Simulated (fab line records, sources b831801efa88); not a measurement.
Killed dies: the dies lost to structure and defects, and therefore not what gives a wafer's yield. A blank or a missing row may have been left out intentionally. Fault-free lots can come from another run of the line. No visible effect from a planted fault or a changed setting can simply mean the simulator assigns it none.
fab line records -- flow sfqLine
[record] lots = 5, wafers = 23
route steps=325 shown I2@114 I3@134 M4@149 I4@164 JJ@186
startH: the number of hours between the record's first day and the start of the first shown wafer of the lot -- waitH: hours since the lot's step before -- " same as the row above -- L1.1+2: a single row standing in for several wafers -- - no value, or no start given -- * or withheld: withheld -- < > ~ a bound
route shown NAME@n: names a module that has steps shown in the file, with the first one's number in the route -- usual: mean/standard deviation taken from wafers without a fault -- same: alike in all rows -- chamber/n: place in a boat -- sites: the reading at each site -- _std_site: the values' standard deviation -- _edge_site: mean of outer sites minus mean of inner sites -- radiusMm: how far each site lies from the wafer's centre -- mask NAME#n: copy n -- behind: the most recent tool/chamber to have shaped the wafer -- hold: what put the lot on hold/how long, in hours/how the hold closed -- device: the transistor (n, p or np) that didn't switch -- end of line: tests run on the same wafers once the route is complete -- step lacking rows: just its recipe -- killed: the dies lost at the first sort to structure and to defects; this is not the yield of the wafer -- map: the dies of a wafer, with x for killed, . for not killed, _ for no die there
set.NAME: the setting the step ran with; set.NAME@STEP: the setting that earlier step ran with -- model.NAME: the simulator's own value behind a step, which no gauge read
one table per step and one row per wafer, for lots whose settings were changed on purpose
[[steps]]
[step SFQ_TRILAYER_I2_VIA_BARC_OPEN_VIA_ETCH_096]
[recipe] maskMaterial = PR, chemistry = O2, targetDepthNm = 125, target = BARC, sourceW = 500, biasW = 80, pressureMtorr = 30, timeS = 41.7
lot.wafer,tool,chamber,startH,waitH,set.biasW,set.doseMj@TRILAYER_I2_VIA_LITHO_EXPOSE_068,model.I2.cdNm
L074.1,rieDiel-04,0,508.19,0.0,80,21.3,501.3
L074.4,rieDiel-04,1,508.19,0.0,80,21.3,500.8
L074.6,rieDiel-04,3,508.19,0.0,80,21.3,502.4
L077.1,rieDiel-03,2,557.14,0.0,72.21,20.54,493.5
L077.2,rieDiel-03,1,557.14,0.0,72.21,20.54,494.3
L077.4,rieDiel-03,3,557.14,0.0,80,21.3,500.3
L077.5,rieDiel-03,1,557.14,0.0,80,21.3,500.1
L077.6,rieDiel-03,2,557.14,0.0,80,20.54,493.6
L080.1,rieDiel-04,1,577.54,0.0,80,21.3,497.4
L080.2,rieDiel-04,0,577.54,0.0,80,21.3,498.8
L080.3,rieDiel-04,2,577.54,0.0,80,21.3,497.8
L080.5,rieDiel-04,1,577.54,0.0,80,21.3,496.8
L080.6,rieDiel-04,2,577.54,0.0,80,21.3,498.4
L081.2,rieDiel-04,3,589.09,0.0,80,21.3,500.7
L081.3,rieDiel-04,0,589.09,0.0,80,21.3,501.1
L081.4,rieDiel-04,2,589.09,0.0,80,20.55,494.3
L081.5,rieDiel-04,1,589.09,0.0,80,20.55,494.7
L081.6,rieDiel-04,0,589.09,0.0,80,21.3,501.5
L083.1,rieDiel-02,3,603.49,0.0,80,21.3,502.1
L083.2,rieDiel-02,0,603.49,0.0,80,22.78,510.8
L083.3,rieDiel-02,2,603.49,0.0,80,21.3,501.1
L083.4,rieDiel-02,1,603.49,0.0,80,22.78,511.7
L083.6,rieDiel-02,2,603.49,0.0,80,22.78,511.6
[step SFQ_TRILAYER_I2_VIA_ETCH_VIA_ETCH_070]
[recipe] target = SiO2, stopOn = Nb, maskMaterial = PR, taperDeg = 20, chemistry = CHF3, targetDepthNm = 260, sourceW = 500, biasW = 80, pressureMtorr = 30, timeS = withheld
lot.wafer,tool,chamber,startH,waitH,set.doseMj@TRILAYER_I2_VIA_LITHO_EXPOSE_068,model.I2.cdNm
L074.1,rieDiel-04,0,508.23,0.0,21.3,500.5
L074.4,rieDiel-04,1,508.23,0.0,21.3,498.7
L074.6,rieDiel-04,3,508.23,0.0,21.3,503.2
L077.1,rieDiel-03,2,557.18,0.0,20.54,493.4
L077.2,rieDiel-03,1,557.18,0.0,20.54,492.5
L077.4,rieDiel-03,3,557.18,0.0,21.3,502.3
L077.5,rieDiel-03,1,557.18,0.0,21.3,497.4
L077.6,rieDiel-03,2,557.18,0.0,20.54,492.9
L080.1,rieDiel-04,1,577.58,0.0,21.3,496.6
L080.2,rieDiel-04,0,577.58,0.0,21.3,497.7
L080.3,rieDiel-04,2,577.58,0.0,21.3,500.2
L080.5,rieDiel-04,1,577.58,0.0,21.3,494.9
L080.6,rieDiel-04,2,577.58,0.0,21.3,499.5
L081.2,rieDiel-04,3,589.13,0.0,21.3,503.9
L081.3,rieDiel-04,0,589.13,0.0,21.3,500.1
L081.4,rieDiel-04,2,589.13,0.0,20.55,495.5
L081.5,rieDiel-04,1,589.13,0.0,20.55,492.8
L081.6,rieDiel-04,0,589.13,0.0,21.3,501
L083.1,rieDiel-02,3,603.53,0.0,21.3,500.2
L083.2,rieDiel-02,0,603.53,0.0,22.78,511.8
L083.3,rieDiel-02,2,603.53,0.0,21.3,501.7
L083.4,rieDiel-02,1,603.53,0.0,22.78,510.6
L083.6,rieDiel-02,2,603.53,0.0,22.78,512.3
[step SFQ_TRILAYER_I3_CMP_CMP_082]
[recipe] material = SiO2, downForcePsi = 3, platenRpm = 60, padVelocityMS = 0.94248
lot.wafer,tool,chamber,startH,waitH,set.leaveAboveRefNm,model.SiO2_of_TRILAYER_I3_DEP_PECVD_081.thkNm
L074.4,cmp-02,0,568.87,5.2,200,199.3
L074.1,cmp-02,2,569.87,6.3,200,201.2
L074.6,cmp-02,0,570.87,7.2,200,199.1
L077.4+5,cmp-02,2,626.68,5.5,188.3,189.8
L077.2,cmp-02,0,627.68,6.6,200,198.2
L077.1,cmp-02,1,627.68,6.6,188.3,187
L077.6,cmp-02,3,629.18,8.0,200,199.4
L080.3,cmp-02,2,650.68,8.0,211.4,212.5
L080.2,cmp-02,3,650.68,8.0,200,200
L080.1,cmp-02,0,650.68,8.0,211.4,211.1
L080.5,cmp-02,2,652.68,9.9,211.4,213.1
L080.6,cmp-02,3,652.68,9.9,200,200.2
L081.2,cmp-02,2,659.88,7.3,200,202.7
L081.3,cmp-02,3,659.88,7.3,188.2,189
L081.4,cmp-02,0,659.88,7.3,200,199.9
L081.6,cmp-02,2,661.88,9.3,200,201.8
L081.5,cmp-02,3,661.88,9.3,188.2,187.7
L083.4,cmp-02,0,668.88,0.8,208.4,208.9
L083.1+3,cmp-02,"1,3",668.88,0.8,208.4,209.1
L083.2,cmp-02,2,668.88,0.8,200,201.5
L083.6,cmp-02,1,671.38,3.3,200,200.8
[step SFQ_TRILAYER_I3_METRO_MEASURE_083]
[usual] thkNm = 200.3/1.2
lot.wafer,tool,chamber,startH,waitH,set.leaveAboveRefNm@TRILAYER_I3_CMP_CMP_082,thkNm
L074.1,filmMetro-02,-,571.99,0.1,200,201.4
L074.4,filmMetro-02,-,571.99,0.1,200,199.2
L074.6,filmMetro-02,-,571.99,0.1,200,199.1
L077.1,filmMetro-01,-,629.80,0.1,188.3,186.9
L077.2,filmMetro-01,-,629.80,0.1,200,198.3
L077.4,filmMetro-01,-,629.80,0.1,188.3,189.9
L077.5,filmMetro-01,-,629.80,0.1,188.3,189.7
L077.6,filmMetro-01,-,629.80,0.1,200,199.6
L080.1,filmMetro-01,-,653.80,0.1,211.4,211.0
L080.2,filmMetro-01,-,653.80,0.1,200,199.9
L080.3,filmMetro-01,-,653.80,0.1,211.4,212.6
L080.5,filmMetro-01,-,653.80,0.1,211.4,213.0
L080.6,filmMetro-01,-,653.80,0.1,200,200.1
L081.2,filmMetro-02,-,663.20,0.3,200,202.7
L081.3,filmMetro-02,-,663.20,0.3,188.2,189.0
L081.4,filmMetro-02,-,663.20,0.3,200,199.8
L081.5,filmMetro-02,-,663.20,0.3,188.2,187.8
L081.6,filmMetro-02,-,663.20,0.3,200,201.7
L083.1,filmMetro-01,-,672.00,0.1,208.4,209.1
L083.2,filmMetro-01,-,672.00,0.1,200,201.3
L083.3,filmMetro-01,-,672.00,0.1,208.4,209.1
L083.4,filmMetro-01,-,672.00,0.1,208.4,208.9
L083.6,filmMetro-01,-,672.00,0.1,200,200.7
[step SFQ_TRILAYER_I3_VIA_LITHO_PEB_088]
[recipe] pebTempC = 115, pebTimeS = 60, resist = KrF
lot.wafer,tool,chamber,startH,waitH,set.pebTimeS
L074.1+4+6,lithoTrack-02,0,635.36,1.0,60
L077.1+2+5,lithoTrack-01,0,693.08,1.0,60
L077.4+6,lithoTrack-01,0,693.08,1.0,64.58
L080.1+6,lithoTrack-02,0,717.83,1.0,60
L080.2+3+5,lithoTrack-02,0,717.83,1.0,57.69
L081.2+3+4+5+6,lithoTrack-01,0,726.05,0.8,60
L083.1+4,lithoTrack-01,0,735.63,1.0,60
L083.2+3+6,lithoTrack-01,0,735.63,1.0,67.25
[step SFQ_TRILAYER_I3_VIA_LITHO_DEVELOP_087]
[recipe] timeS = 60, resist = KrF
[step SFQ_TRILAYER_I3_VIA_BARC_OPEN_VIA_ETCH_121]
[recipe] maskMaterial = PR, chemistry = O2, targetDepthNm = 125, target = BARC, sourceW = 500, biasW = 80, pressureMtorr = 30, timeS = 41.7
lot.wafer,tool,chamber,startH,waitH,set.pebTimeS@TRILAYER_I3_VIA_LITHO_PEB_088,model.I3.cdNm
L074.1,rieDiel-01,2,635.70,0.0,60,499.7
L074.4,rieDiel-01,0,635.70,0.0,60,500.4
L074.6,rieDiel-01,2,635.70,0.0,60,500.2
L077.1,rieDiel-04,0,693.41,0.0,60,499
L077.2,rieDiel-04,3,693.41,0.0,60,498.6
L077.4,rieDiel-04,2,693.41,0.0,64.58,509.4
L077.5,rieDiel-04,2,693.41,0.0,60,499.9
L077.6,rieDiel-04,1,693.41,0.0,64.58,510.4
L080.1,rieDiel-01,1,718.16,0.0,60,498.5
L080.2,rieDiel-01,0,718.16,0.0,57.69,493.1
L080.3,rieDiel-01,3,718.16,0.0,57.69,492.5
L080.5,rieDiel-01,0,718.16,0.0,57.69,492.6
L080.6,rieDiel-01,1,718.16,0.0,60,498.8
L081.2,rieDiel-04,0,726.36,0.0,60,501.7
L081.3,rieDiel-04,1,726.36,0.0,60,502.8
L081.4,rieDiel-04,2,726.36,0.0,60,503.9
L081.5,rieDiel-04,0,726.36,0.0,60,502.2
L081.6,rieDiel-04,3,726.36,0.0,60,502.4
L083.1,rieDiel-02,0,735.96,0.0,60,497.5
L083.2,rieDiel-02,2,735.96,0.0,67.25,512.5
L083.3,rieDiel-02,1,735.96,0.0,67.25,511.5
L083.4,rieDiel-02,3,735.96,0.0,60,499.9
L083.6,rieDiel-02,2,735.96,0.0,67.25,512.6
[step SFQ_TRILAYER_I3_VIA_ETCH_VIA_ETCH_088]
[recipe] target = SiO2, stopOn = Nb, maskMaterial = PR, taperDeg = 20, chemistry = CHF3, targetDepthNm = 260, sourceW = 500, biasW = 80, pressureMtorr = 30, timeS = withheld
[usual] oesProductAu = 0.855/0.0057
lot.wafer,tool,chamber,startH,waitH,set.leaveAboveRefNm@TRILAYER_I3_CMP_CMP_082,set.pebTimeS@TRILAYER_I3_VIA_LITHO_PEB_088,oesProductAu,model.I3.cdNm,model.I3.featureDepthNm
L074.1,rieDiel-01,2,635.74,0.0,200,*,0.861,496.7,201.2
L074.4,rieDiel-01,0,635.74,0.0,200,*,0.857,502.8,199.3
L074.6,rieDiel-01,2,635.74,0.0,200,*,0.840,497.2,199.1
L077.1,rieDiel-04,0,693.45,0.0,188.3,*,0.824,499.3,187
L077.2,rieDiel-04,3,693.45,0.0,200,*,0.846,497.2,198.2
L077.4,rieDiel-04,2,693.45,0.0,188.3,*,0.829,511.5,189.8
L077.5,rieDiel-04,2,693.45,0.0,188.3,*,0.830,500.8,189.8
L077.6,rieDiel-04,1,693.45,0.0,200,*,0.849,509.6,199.4
L080.1,rieDiel-01,1,718.20,0.0,211.4,*,0.880,498.4,211.1
L080.2,rieDiel-01,0,718.20,0.0,200,*,0.856,494.3,200
L080.3,rieDiel-01,3,718.20,0.0,211.4,*,0.884,492.9,212.5
L080.5,rieDiel-01,0,718.20,0.0,211.4,*,0.886,495,213.1
L080.6,rieDiel-01,1,718.20,0.0,200,*,0.861,498.7,200.2
L081.2,rieDiel-04,0,726.40,0.0,200,*,0.855,501.4,202.7
L081.3,rieDiel-04,1,726.40,0.0,188.2,*,0.831,501.1,189
L081.4,rieDiel-04,2,726.40,0.0,200,*,0.859,504.3,199.9
L081.5,rieDiel-04,0,726.40,0.0,188.2,*,0.824,502.2,187.7
L081.6,rieDiel-04,3,726.40,0.0,200,*,0.862,501.8,201.8
L083.1,rieDiel-02,0,736.00,0.0,208.4,*,0.876,497.8,209.1
L083.2,rieDiel-02,2,736.00,0.0,200,*,0.856,513.9,201.5
L083.3,rieDiel-02,1,736.00,0.0,208.4,*,0.877,512.4,209.1
L083.4,rieDiel-02,3,736.00,0.0,208.4,*,0.873,497.9,208.9
L083.6,rieDiel-02,2,736.00,0.0,200,*,0.850,513.1,200.8
[step SFQ_TRILAYER_M4_DEP_SPUTTER_091]
[recipe] material = Nb, basePressurePa = 1.33e-06, chamberPressurePa = 0.1333, substrateTempC = 20, resputterCathodeVoltageV = 400, targetThkNm = 200, powerW = 2000, timeS = 133.3
lot.wafer,tool,chamber,startH,waitH,set.timeS,model.Nb_of_TRILAYER_M4_DEP_SPUTTER_091.thkNm
L074.1,pvdSputter-05,-,636.67,0.0,133.3,203.7
L074.4,pvdSputter-05,-,636.67,0.0,133.3,201.5
L074.6,pvdSputter-05,-,636.67,0.0,133.3,205.4
L077.1,pvdSputter-05,-,694.37,0.0,133.3,201.9
L077.2,pvdSputter-05,-,694.37,0.0,144.1,216.4
L077.4,pvdSputter-05,-,694.37,0.0,144.1,220.4
L077.5,pvdSputter-05,-,694.37,0.0,144.1,220.3
L077.6,pvdSputter-05,-,694.37,0.0,133.3,201.3
L080.1,pvdSputter-05,-,719.14,0.0,133.3,202.5
L080.2,pvdSputter-05,-,719.14,0.0,133.3,203
L080.3,pvdSputter-05,-,719.14,0.0,133.3,206
L080.5,pvdSputter-05,-,719.14,0.0,133.3,205.5
L080.6,pvdSputter-05,-,719.14,0.0,133.3,203.9
L081.2,pvdSputter-05,-,727.92,0.0,133.3,202.6
L081.3+6,pvdSputter-05,-,727.92,0.0,133.3,205.9
L081.4,pvdSputter-05,-,727.92,0.0,133.3,202.5
L081.5,pvdSputter-05,-,727.92,0.0,133.3,202.9
L083.1,pvdSputter-05,-,736.92,0.0,140.6,216.1
L083.2,pvdSputter-05,-,736.92,0.0,133.3,204.1
L083.3,pvdSputter-05,-,736.92,0.0,133.3,207.4
L083.4,pvdSputter-05,-,736.92,0.0,140.6,217.5
L083.6,pvdSputter-05,-,736.92,0.0,140.6,214.9
[step SFQ_M4_RS_MEAS_924]
[recipe] thkMeasGauge = four-point-probe, reads = Nb_of_TRILAYER_M4_DEP_SPUTTER_091
[usual] M4_NB_RS = 0.883/0.015
lot.wafer,tool,chamber,startH,waitH,set.timeS@TRILAYER_M4_DEP_SPUTTER_091,M4_NB_RS[ohm/sq]
L074.1,filmMetro-04,-,636.76,0.0,133.3,0.873
L074.4,filmMetro-04,-,636.76,0.0,133.3,0.882
L074.6,filmMetro-04,-,636.76,0.0,133.3,0.865
L077.1,filmMetro-02,-,694.46,0.0,133.3,0.880
L077.2,filmMetro-02,-,694.46,0.0,144.1,0.821
L077.4,filmMetro-02,-,694.46,0.0,144.1,0.805
L077.5,filmMetro-02,-,694.46,0.0,144.1,0.806
L077.6,filmMetro-02,-,694.46,0.0,133.3,0.885
L080.1,filmMetro-04,-,719.23,0.0,133.3,0.878
L080.2,filmMetro-04,-,719.23,0.0,133.3,0.877
L080.3,filmMetro-04,-,719.23,0.0,133.3,0.862
L080.5,filmMetro-04,-,719.23,0.0,133.3,0.865
L080.6,filmMetro-04,-,719.23,0.0,133.3,0.872
L081.2,filmMetro-04,-,728.03,0.1,133.3,0.876
L081.3,filmMetro-04,-,728.03,0.1,133.3,0.862
L081.4,filmMetro-04,-,728.03,0.1,133.3,0.879
L081.5,filmMetro-04,-,728.03,0.1,133.3,0.877
L081.6,filmMetro-04,-,728.03,0.1,133.3,0.862
L083.1,filmMetro-04,-,737.01,0.0,140.6,0.821
L083.2,filmMetro-04,-,737.01,0.0,133.3,0.872
L083.3,filmMetro-04,-,737.01,0.0,133.3,0.857
L083.4,filmMetro-04,-,737.01,0.0,140.6,0.816
L083.6,filmMetro-04,-,737.01,0.0,140.6,0.826
[step SFQ_TRILAYER_M4_BARC_OPEN_METAL_ETCH_123]
[recipe] maskMaterial = PR, chemistry = O2, targetDepthNm = 125, target = BARC, icpW = 600, biasW = 80, pressureMtorr = 10, timeS = 41.7
lot.wafer,tool,chamber,startH,waitH,set.icpW
L074.1+4+6,rieMetal-01,"1,0,0",793.81,0.0,600
L077.1+2+6,rieMetal-02,"1,0,0",828.71,0.0,600
L077.4+5,rieMetal-02,"0,1",828.71,0.0,538.3
L080.1+2+3+5+6,rieMetal-02,"1,0,0,0,1",850.31,0.0,600
L081.2+3+4,rieMetal-02,"0,0,1",860.13,0.0,655.9
L081.5+6,rieMetal-02,"0,1",860.13,0.0,600
L083.1+2+3,rieMetal-02,"1,0,1",867.33,0.0,600
L083.4+6,rieMetal-02,"0,1",867.33,0.0,558
[step SFQ_TRILAYER_M4_ETCH_METAL_ETCH_096]
[recipe] target = Nb, stopOn = SiO2, maskMaterial = PR, chemistry = Cl2/Ar, targetDepthNm = 240, icpW = 600, biasW = 80, pressureMtorr = 10, timeS = 120
[usual] oesProductAu = 0.897/0.01
lot.wafer,tool,chamber,startH,waitH,set.timeS@TRILAYER_M4_DEP_SPUTTER_091,oesProductAu
L074.1,rieMetal-01,1,793.87,0.0,133.3,0.905
L074.4,rieMetal-01,0,793.87,0.0,133.3,0.900
L074.6,rieMetal-01,0,793.87,0.0,133.3,0.912
L077.1,rieMetal-02,1,828.77,0.0,133.3,0.899
L077.2,rieMetal-02,0,828.77,0.0,144.1,0.945
L077.4,rieMetal-02,0,828.77,0.0,144.1,0.946
L077.5,rieMetal-02,1,828.77,0.0,144.1,0.943
L077.6,rieMetal-02,0,828.77,0.0,133.3,0.900
L080.1,rieMetal-02,1,850.37,0.0,133.3,0.906
L080.2,rieMetal-02,0,850.37,0.0,133.3,0.905
L080.3,rieMetal-02,0,850.37,0.0,133.3,0.905
L080.5,rieMetal-02,0,850.37,0.0,133.3,0.910
L080.6,rieMetal-02,1,850.37,0.0,133.3,0.908
L081.2,rieMetal-02,0,860.19,0.0,133.3,0.892
L081.3,rieMetal-02,0,860.19,0.0,133.3,0.907
L081.4,rieMetal-02,1,860.19,0.0,133.3,0.912
L081.5,rieMetal-02,0,860.19,0.0,133.3,0.904
L081.6,rieMetal-02,1,860.19,0.0,133.3,0.907
L083.1,rieMetal-02,1,867.39,0.0,140.6,0.936
L083.2,rieMetal-02,0,867.39,0.0,133.3,0.903
L083.3,rieMetal-02,1,867.39,0.0,133.3,0.917
L083.4,rieMetal-02,0,867.39,0.0,140.6,0.938
L083.6,rieMetal-02,1,867.39,0.0,140.6,0.930
[step SFQ_TRILAYER_I4_CMP_CMP_100]
[recipe] material = SiO2, downForcePsi = 3, platenRpm = 60, padVelocityMS = 0.94248
lot.wafer,tool,chamber,startH,waitH,set.leaveAboveRefNm,model.SiO2_of_TRILAYER_I4_DEP_PECVD_099.thkNm
L074.1,cmp-02,0,802.56,7.7,200,201.6
L074.4,cmp-02,3,804.06,9.2,200,199.7
L074.6,cmp-02,0,804.06,9.2,200,201.1
L077.4,cmp-02,0,835.56,5.8,200,198.8
L077.1,cmp-02,2,836.56,6.8,200,200.8
L077.2,cmp-02,3,836.56,6.8,200,198.7
L077.5,cmp-02,0,836.56,6.8,200,199.8
L077.6,cmp-02,1,836.56,6.8,200,200
L080.3,cmp-01,2,866.02,14.7,200,201.1
L080.2,cmp-01,3,866.02,14.7,204.2,204.6
L080.1,cmp-01,0,866.02,14.7,204.2,203.3
L080.6,cmp-01,2,868.02,16.7,204.2,205.5
L080.5,cmp-01,3,868.02,16.7,200,201.5
L081.2,cmp-02,1,879.66,18.5,200,197.5
L081.3,cmp-02,2,879.66,18.5,200,200.7
L081.4,cmp-02,3,879.66,18.5,200,198.8
L081.5,cmp-02,0,879.66,18.5,200,198.5
L081.6,cmp-02,1,879.66,18.5,200,198.2
L083.1,cmp-02,0,885.16,16.8,188.1,186.5
L083.4,cmp-02,1,885.16,16.8,200,198.6
L083.2,cmp-02,2,885.16,16.8,200,200.9
L083.3,cmp-02,3,885.16,16.8,200,199.1
L083.6,cmp-02,0,885.16,16.8,188.1,187.1
[step SFQ_TRILAYER_I4_METRO_MEASURE_101]
[usual] thkNm = 200.2/1.3
lot.wafer,tool,chamber,startH,waitH,set.leaveAboveRefNm@TRILAYER_I4_CMP_CMP_100,thkNm
L074.1,filmMetro-02,-,805.68,0.1,200,201.7
L074.4,filmMetro-02,-,805.68,0.1,200,199.7
L074.6,filmMetro-02,-,805.68,0.1,200,201.0
L077.1,filmMetro-02,-,838.68,0.1,200,201.1
L077.2,filmMetro-02,-,838.68,0.1,200,198.6
L077.4,filmMetro-02,-,838.68,0.1,200,198.8
L077.5,filmMetro-02,-,838.68,0.1,200,199.8
L077.6,filmMetro-02,-,838.68,0.1,200,199.9
L080.1,filmMetro-03,-,869.14,0.1,204.2,203.3
L080.2,filmMetro-03,-,869.14,0.1,204.2,204.8
L080.3,filmMetro-03,-,869.14,0.1,200,201.2
L080.5,filmMetro-03,-,869.14,0.1,200,201.5
L080.6,filmMetro-03,-,869.14,0.1,204.2,205.3
L081.2,filmMetro-02,-,882.48,0.3,200,197.2
L081.3,filmMetro-02,-,882.48,0.3,200,200.7
L081.4,filmMetro-02,-,882.48,0.3,200,198.8
L081.5,filmMetro-02,-,882.48,0.3,200,198.4
L081.6,filmMetro-02,-,882.48,0.3,200,198.3
L083.1,filmMetro-04,-,888.36,0.1,188.1,186.5
L083.2,filmMetro-04,-,888.36,0.1,200,201.1
L083.3,filmMetro-04,-,888.36,0.1,200,199.3
L083.4,filmMetro-04,-,888.36,0.1,200,198.7
L083.6,filmMetro-04,-,888.36,0.1,188.1,187.1
[step SFQ_TRILAYER_I4_VIA_BARC_OPEN_VIA_ETCH_146]
[recipe] maskMaterial = PR, chemistry = O2, targetDepthNm = 125, target = BARC, sourceW = 500, biasW = 80, pressureMtorr = 30, timeS = 41.7
lot.wafer,tool,chamber,startH,waitH,set.biasW
L074.1+4+6,rieDiel-02,"0,1,0",903.33,0.0,80
L077.1+5+6,rieDiel-01,"3,0,3",920.88,0.0,76.57
L077.2+4,rieDiel-01,"1,0",920.88,0.0,80
L080.1+5,rieDiel-02,"0,2",938.88,0.0,80
L080.2+3+6,rieDiel-02,"2,1,3",938.88,0.0,75.06
L081.2+3+4+5+6,rieDiel-02,"3,1,0,3,0",949.25,0.0,80
L083.1+2+3+4+6,rieDiel-03,"1,0,2,3,2",956.45,0.0,80
[step SFQ_TRILAYER_I4_VIA_ETCH_VIA_ETCH_106]
[recipe] target = SiO2, stopOn = Nb, maskMaterial = PR, taperDeg = 20, chemistry = CHF3, targetDepthNm = 260, sourceW = 500, biasW = 80, pressureMtorr = 30, timeS = withheld
lot.wafer,tool,chamber,startH,waitH,set.leaveAboveRefNm@TRILAYER_I4_CMP_CMP_100,model.I4.featureDepthNm
L074.1,rieDiel-02,0,903.37,0.0,200,201.6
L074.4,rieDiel-02,1,903.37,0.0,200,199.7
L074.6,rieDiel-02,0,903.37,0.0,200,201.1
L077.1,rieDiel-01,3,920.92,0.0,200,200.8
L077.2,rieDiel-01,1,920.92,0.0,200,198.7
L077.4,rieDiel-01,0,920.92,0.0,200,198.8
L077.5,rieDiel-01,0,920.92,0.0,200,199.8
L077.6,rieDiel-01,3,920.92,0.0,200,200
L080.1,rieDiel-02,0,938.92,0.0,204.2,203.3
L080.2,rieDiel-02,2,938.92,0.0,204.2,204.6
L080.3,rieDiel-02,1,938.92,0.0,200,201.1
L080.5,rieDiel-02,2,938.92,0.0,200,201.5
L080.6,rieDiel-02,3,938.92,0.0,204.2,205.5
L081.2,rieDiel-02,3,949.29,0.0,200,197.5
L081.3,rieDiel-02,1,949.29,0.0,200,200.7
L081.4,rieDiel-02,0,949.29,0.0,200,198.8
L081.5,rieDiel-02,3,949.29,0.0,200,198.5
L081.6,rieDiel-02,0,949.29,0.0,200,198.2
L083.1,rieDiel-03,1,956.49,0.0,188.1,186.5
L083.2,rieDiel-03,0,956.49,0.0,200,200.9
L083.3,rieDiel-03,2,956.49,0.0,200,199.1
L083.4,rieDiel-03,3,956.49,0.0,200,198.6
L083.6,rieDiel-03,2,956.49,0.0,188.1,187.1
[step SFQ_TRILAYER_JJ_CE_LITHO_COAT_114]
[recipe] resist = KrF, spinRpm = 3000, resistThkNm = 600
lot.wafer,tool,chamber,startH,waitH,set.resistThkNm,model.KrF_of_TRILAYER_JJ_CE_LITHO_COAT_114.thkNm
L074.1,lithoTrack-03,0,905.94,0.2,600,598.8
L074.4,lithoTrack-03,0,905.94,0.2,600,598.5
L074.6,lithoTrack-03,0,905.94,0.2,600,599.1
L077.1,lithoTrack-03,0,923.49,0.2,600,601.6
L077.2,lithoTrack-03,0,923.49,0.2,600,600.8
L077.4,lithoTrack-03,0,923.49,0.2,600,600.1
L077.5,lithoTrack-03,0,923.49,0.2,600,602
L077.6,lithoTrack-03,0,923.49,0.2,600,600.4
L080.1+3,lithoTrack-04,0,941.49,0.2,589.7,586.9
L080.2,lithoTrack-04,0,941.49,0.2,589.7,587.3
L080.5,lithoTrack-04,0,941.49,0.2,600,599.3
L080.6,lithoTrack-04,0,941.49,0.2,600,598.9
L081.2,lithoTrack-03,0,951.92,0.2,600,601.2
L081.3,lithoTrack-03,0,951.92,0.2,600,599
L081.4,lithoTrack-03,0,951.92,0.2,600,602.5
L081.5,lithoTrack-03,0,951.92,0.2,600,601.3
L081.6,lithoTrack-03,0,951.92,0.2,600,599.8
L083.1,lithoTrack-04,0,959.07,0.2,600,601.3
L083.2,lithoTrack-04,0,959.07,0.2,565.5,566.1
L083.3,lithoTrack-04,0,959.07,0.2,600,600.7
L083.4,lithoTrack-04,0,959.07,0.2,600,601.2
L083.6,lithoTrack-04,0,959.07,0.2,565.5,565.2
[[key]]
[split] step = SFQ_TRILAYER_I2_VIA_BARC_OPEN_VIA_ETCH_096, setting = biasW, stated = 80, by = wafer
response none clear
[split] step = SFQ_TRILAYER_I3_CMP_CMP_082, setting = leaveAboveRefNm, stated = 200, by = wafer
[response] step = SFQ_TRILAYER_I3_CMP_CMP_082, reading = model.SiO2_of_TRILAYER_I3_DEP_PECVD_081.thkNm, change = +2, per = 1%, r = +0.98
[response] step = SFQ_TRILAYER_I3_METRO_MEASURE_083, reading = thkNm, change = +2.01, per = 1%, r = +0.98
[response] step = SFQ_TRILAYER_I3_VIA_ETCH_VIA_ETCH_088, reading = oesProductAu, change = +0.00453, per = 1%, r = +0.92
[response] step = SFQ_TRILAYER_I3_VIA_ETCH_VIA_ETCH_088, reading = model.I3.featureDepthNm, change = +2, per = 1%, r = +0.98
[split] step = SFQ_TRILAYER_I3_VIA_LITHO_PEB_088, setting = pebTimeS, stated = 60, by = wafer
[response] step = SFQ_TRILAYER_I3_VIA_BARC_OPEN_VIA_ETCH_121, reading = model.I3.cdNm, change = +1.22, per = 1%, r = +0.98
[response] step = SFQ_TRILAYER_I3_VIA_ETCH_VIA_ETCH_088, reading = model.I3.cdNm, change = +1.32, per = 1%, r = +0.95
[split] step = SFQ_TRILAYER_M4_DEP_SPUTTER_091, setting = timeS, stated = 133.3, by = wafer
[response] step = SFQ_TRILAYER_M4_DEP_SPUTTER_091, reading = model.Nb_of_TRILAYER_M4_DEP_SPUTTER_091.thkNm, change = +2.07, per = 1%, r = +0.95
[response] step = SFQ_M4_RS_MEAS_924, reading = M4_NB_RS, change = -0.00858, per = 1%, r = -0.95
[response] step = SFQ_TRILAYER_M4_ETCH_METAL_ETCH_096, reading = oesProductAu, change = +0.00526, per = 1%, r = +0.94
[split] step = SFQ_TRILAYER_M4_BARC_OPEN_METAL_ETCH_123, setting = icpW, stated = 600, by = wafer
response none clear
[split] step = SFQ_TRILAYER_I4_CMP_CMP_100, setting = leaveAboveRefNm, stated = 200, by = wafer
[response] step = SFQ_TRILAYER_I4_CMP_CMP_100, reading = model.SiO2_of_TRILAYER_I4_DEP_PECVD_099.thkNm, change = +2.07, per = 1%, r = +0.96
[response] step = SFQ_TRILAYER_I4_METRO_MEASURE_101, reading = thkNm, change = +2.09, per = 1%, r = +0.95
[response] step = SFQ_TRILAYER_I4_VIA_ETCH_VIA_ETCH_106, reading = model.I4.featureDepthNm, change = +2.07, per = 1%, r = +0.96
[split] step = SFQ_TRILAYER_I4_VIA_BARC_OPEN_VIA_ETCH_146, setting = biasW, stated = 80, by = wafer
response none clear
[split] step = SFQ_TRILAYER_JJ_CE_LITHO_COAT_114, setting = resistThkNm, stated = 600, by = wafer
[response] step = SFQ_TRILAYER_JJ_CE_LITHO_COAT_114, reading = model.KrF_of_TRILAYER_JJ_CE_LITHO_COAT_114.thkNm, change = +6.23, per = 1%, r = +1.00
split outsideThisFile step=SFQ_TRILAYER_I2_VIA_LITHO_EXPOSE_068 setting=doseMj
// split outsideThisFile: this setting was split too, and the file shows its column; the key of that split is in another file
